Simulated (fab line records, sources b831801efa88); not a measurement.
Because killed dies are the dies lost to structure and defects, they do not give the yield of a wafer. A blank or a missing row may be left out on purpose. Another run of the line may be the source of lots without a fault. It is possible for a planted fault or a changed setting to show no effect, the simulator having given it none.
Which tool did it?	flow gf180mcu	Sampling: 13 lots, 39 wafers, 6 of 602 route steps

## WHAT THE GAUGES SHOWED, per wafer
GF_LVPWELL_OVL_MEAS_07.
lot	measured	on	LVPWELL_OVL (nm)
L394	day 3 19:26	overlay-01	1.1 0.1 0.2
L395	day 4 04:03	overlay-01	-4.7 -3.7 -4.6
L396	day 4 09:09	overlay-01	-2.2 -2.1 -1.3
L397	day 4 12:09	overlay-01	-1.4 -2.1 -0.7
L398	day 4 16:56	overlay-02	-0.3 -0.5 -0.9
L402	day 5 17:30	overlay-01	-1.0 -3.0 -0.6
L403	day 6 00:23	overlay-02	-2.7 -4.2 -2.0
L404	day 6 06:53	overlay-01	-2.5 -2.5 -1.4
L408	day 7 04:00	overlay-02	-0.1 0.3 0.1
L409	day 7 08:48	overlay-02	0.7 0.9 -1.1
L410	day 7 14:06	overlay-02	-1.7 -2.3 -2.7
L411	day 7 20:57	overlay-01	-0.5 -0.7 -1.7
L414	day 8 13:06	overlay-01	-1.5 -0.7 -0.1

GF_VT_IMPLANT_OVL_MEAS_18.
lot	measured	on	VT_IMPLANT_01_OVL (nm)
L394	day 6 05:26	overlay-02	0.0 -0.2 -0.8
L395	day 6 14:02	overlay-02	-0.9 -1.0 -0.9
L396	day 6 20:32	overlay-02	0.2 -0.3 -1.1
L397	day 7 00:39	overlay-01	-1.8 -2.2 -1.5
L398	day 7 05:39	overlay-01	-0.8 -0.2 -1.5
L402	day 8 08:36	overlay-01	-2.6 -1.6 -2.8
L403	day 8 16:32	overlay-02	-0.8 1.8 0.1
L404	day 8 23:09	overlay-02	-2.5 -2.8 -0.4
L408	day 9 23:00	overlay-01	-2.7 -1.7 -2.2
L409	day 10 05:17	overlay-01	- - -
L410	day 10 08:41	overlay-01	-1.3 -1.6 0.1
L411	day 10 18:32	overlay-02	-1.3 -0.6 -0.8
L414	day 11 10:38	overlay-01	-2.5 -2.1 -2.5

GF_VT_IMPLANT_TW_MEAS_21.
lot	measured	on	VT_IMPLANT_2_TW
L394	day 6 05:44	film metro-04	1202 1200 1199
L395	day 6 14:20	film metro-03	1200 1192 1205
L396	day 6 20:49	film metro-01	1231 1221 1226
L397	day 7 00:56	film metro-04	1193 1198 1194
L398	day 7 05:56	film metro-04	1192 1193 1196
L402	day 8 08:53	film metro-01	1221 1217 1224
L403	day 8 16:49	film metro-03	1187 1194 1192
L404	day 8 23:35	film metro-03	1192 1193 1196
L408	day 9 23:17	film metro-03	1202 1207 1193
L409	day 10 05:34	film metro-01	30 30 30 30 30 30
L410	day 10 08:58	film metro-01	1224 1219 1217
L411	day 10 18:50	film metro-04	1198 1193 1195
L414	day 11 10:56	film metro-03	1203 1197 1197

GF_HV_LDD_OVL_MEAS_08.
lot	measured	on	HV_LDD_OVL (nm)
L394	day 9 23:34	overlay-01	3.0 2.3 1.2
L395	day 10 08:34	overlay-02	1.8 2.9 3.2
L396	day 10 14:46	overlay-01	1.9 0.0 0.5
L397	day 10 21:31	overlay-01	-0.4 0.0 0.6
L398	day 11 02:28	overlay-01	-0.1 0.7 -0.9
L402	day 12 11:25	overlay-01	-2.1 -1.0 0.6
L403	day 12 20:43	overlay-02	1.9 2.3 1.9
L404	day 13 02:13	overlay-01	1.1 0.2 1.5
L408	day 14 04:28	overlay-02	0.4 0.1 1.1
L410	day 14 18:25	overlay-02	-0.7 -0.2 -0.7
L411	day 15 05:52	overlay-01	1.1 1.1 2.5
L414	day 16 01:34	overlay-01	0.2 -0.5 0.1

GF_SAB_CD_MEAS_09: target cd 420 nm.
lot	measured	on	cd nm (nm)
L394	day 14 23:46	cd sem-02	421.8 423.2 423.4
L395	day 15 11:26	cd sem-01	422.9 421.2 422.2
L396	day 15 20:32	cd sem-01	422.4 420.9 421.5
L397	day 16 03:10	cd sem-02	424.7 423.5 423.6
L398	day 16 11:23	cd sem-02	423.2 423.0 425.0
L402	day 18 01:47	cd sem-02	420.5 418.2 417.8
L403	day 18 14:17	cd sem-02	422.6 420.3 422.5
L404	day 18 20:04	cd sem-01	422.8 422.8 421.6
L408	day 20 02:03	cd sem-01	420.8 419.5 418.3
L410	day 20 18:35	cd sem-02	419.1 421.7 421.8
L411	day 21 06:08	cd sem-02	422.5 421.2 421.6
L414	day 22 03:41	cd sem-01	416.8 418.2 420.6

## TOOL THAT RAN EACH LOT (tool first, then ch and the chambers of the sampled wafers, then the start)
lot	GF_VT_IMPLANT_EXPOSE_15
L394	iline stepper-02 ch 0, day 5 21:58
L395	iline stepper-02 ch 0, day 6 06:32
L396	iline stepper-02 ch 0, day 6 12:35
L397	iline stepper-02 ch 0, day 6 16:25
L398	iline stepper-02 ch 0, day 6 22:38
L402	iline stepper-02 ch 0, day 8 00:28
L403	iline stepper-01 ch 0, day 8 08:31
L404	iline stepper-02 ch 0, day 8 15:23
L408	iline stepper-02 ch 0, day 9 14:17
L409	iline stepper-02 ch 0, day 9 21:11
L410	iline stepper-02 ch 0, day 9 23:56
L411	iline stepper-02 ch 0, day 10 09:02
L414	iline stepper-01 ch 0, day 11 01:41
- GF_VT_IMPLANT_EXPOSE_15: exposes mask Nwell LV AREA, target cd 860 nm.

## AS READ BY THE TOOLS THEMSELVES (means over the sampled wafers that have a number; for cases with no such wafer, the mark the record gives instead)
The record holds no such reading with a usual standard deviation.

## THE ANSWER, worked out from the rows above alone
Rule: what is usual is taken from the lots themselves. The widest of any qualifying gaps counts: lots, ordered by their means at a reading, are off when they make up no more than a third of the lots, leave a main group of 4 or more, and stand apart from it by 3 or more times the standard deviation of that group's means. Not used: any main group whose means are identical at the precision the tables above print for the reading. Also off: a lot with no number at a reading for which 4 or more lots have one. Any other lot the step has rows for is counted as sound. First the gauges in route order, then the tools' own readings, where a lot's mean is used as printed above. At the first step where some lot is off, the reading lying furthest off is the one used; lots without a number count as furthest.
Off: L409, at GF_VT_IMPLANT_OVL_MEAS_18 (VT_IMPLANT_01_OVL). Without a number there: L409. The main group: mean -1.2 nm, standard deviation 0.85.
A tool fits if, at a process step before that reading, it ran every lot that is off, and no sound lot after the first of them. The gauges at GF_VT_IMPLANT_OVL_MEAS_18 aren't tried: what is off there is off at GF_VT_IMPLANT_TW_MEAS_21 too, on other tools, and a gauge's error can't cause that. Of those tried, none fits.

## WHAT THE SIMULATOR PUT IN
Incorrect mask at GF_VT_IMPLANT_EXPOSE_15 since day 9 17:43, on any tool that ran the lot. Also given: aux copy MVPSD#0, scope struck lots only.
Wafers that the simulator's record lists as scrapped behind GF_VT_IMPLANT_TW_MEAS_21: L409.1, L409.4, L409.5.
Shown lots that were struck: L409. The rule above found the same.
